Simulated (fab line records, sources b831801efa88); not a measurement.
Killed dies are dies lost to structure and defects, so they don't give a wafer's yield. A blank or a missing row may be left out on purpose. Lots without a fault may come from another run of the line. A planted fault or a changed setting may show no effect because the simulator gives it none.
One fault seen from 2 desks | flow sky130 | each desk has only its own numbers; what lay behind them comes last

THE TOOL OWNER'S DESK: implanter-04
The tool's own readings at SKY_SD_P_IMPLANT_09: means of the sampled wafers that have a number, for each lot that ran on this tool. A lot is out of limits, marked OUT, if its mean lies more than 4 standard deviations from the usual mean; the brackets give that distance.
Columns: A = beam_energy_keV at SKY_SD_P_IMPLANT_09, usual 20.001; B = tilt_deg at SKY_SD_P_IMPLANT_09, usual -0.002 degrees
lot  | first seen here | A                | B
L254 | day 28 10:15    | 20.002           | -0.010
L258 | day 29 17:51    | 19.802 (-29) OUT | -0.029
L259 | day 30 00:43    | 19.797 (-30) OUT | -0.006
L260 | day 30 13:30    | 19.797 (-30) OUT | 0.013
L268 | day 34 19:07    | 20.007           | 0.002
This desk's finding: out of limits on L258, L259, L260; first on L258, day 29 17:51 (beam_energy_keV at SKY_SD_P_IMPLANT_09). In limits: L254, L268.

THE METROLOGY DESK
What the gauges read, lot by lot, whatever tool the lot ran on: means of the sampled wafers that have a number. A lot is out of limits, marked OUT, if its mean lies more than 4 standard deviations from the usual mean; the brackets give that distance.
Columns: A = cd_nm at SKY_SD_P_CD_MEAS_07, usual 379.4 nm; B = SD_P_OVL at SKY_SD_P_OVL_MEAS_08, usual 0.2 nm
lot  | first seen here | A     | B
L253 | day 27 21:14    | 383.5 | 1.7
L254 | day 28 09:49    | 380.2 | -0.9
L258 | day 29 17:41    | 378.6 | -2.5
L259 | day 30 00:34    | 383.7 | 0.4
L260 | day 30 13:20    | 378.7 | 1.6
L264 | day 32 10:31    | 379.1 | 0.4
L268 | day 34 18:58    | 380.7 | -0.5
This desk's finding: nothing out of limits on any of the 7 lots.

PUT TOGETHER
The tool owner's desk could have raised an alarm at day 29 17:51, on L258, L259, L260.
The metrology desk saw nothing out of limits.
The metrology desk has L258, L259, L260 on record, within its limits.
Of the lots named, all ran SKY_SD_P_IMPLANT_09 on implanter-04.

WHAT THE SIMULATOR HAD PUT IN
Process parameter drift: implanter-04, from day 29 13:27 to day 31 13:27, at SKY_SD_P_IMPLANT_09. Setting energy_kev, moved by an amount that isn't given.
Lots struck among those shown: L258, L259, L260.
Hours from the fault's start to each desk's first reading out of limits: the tool owner's desk, 4.
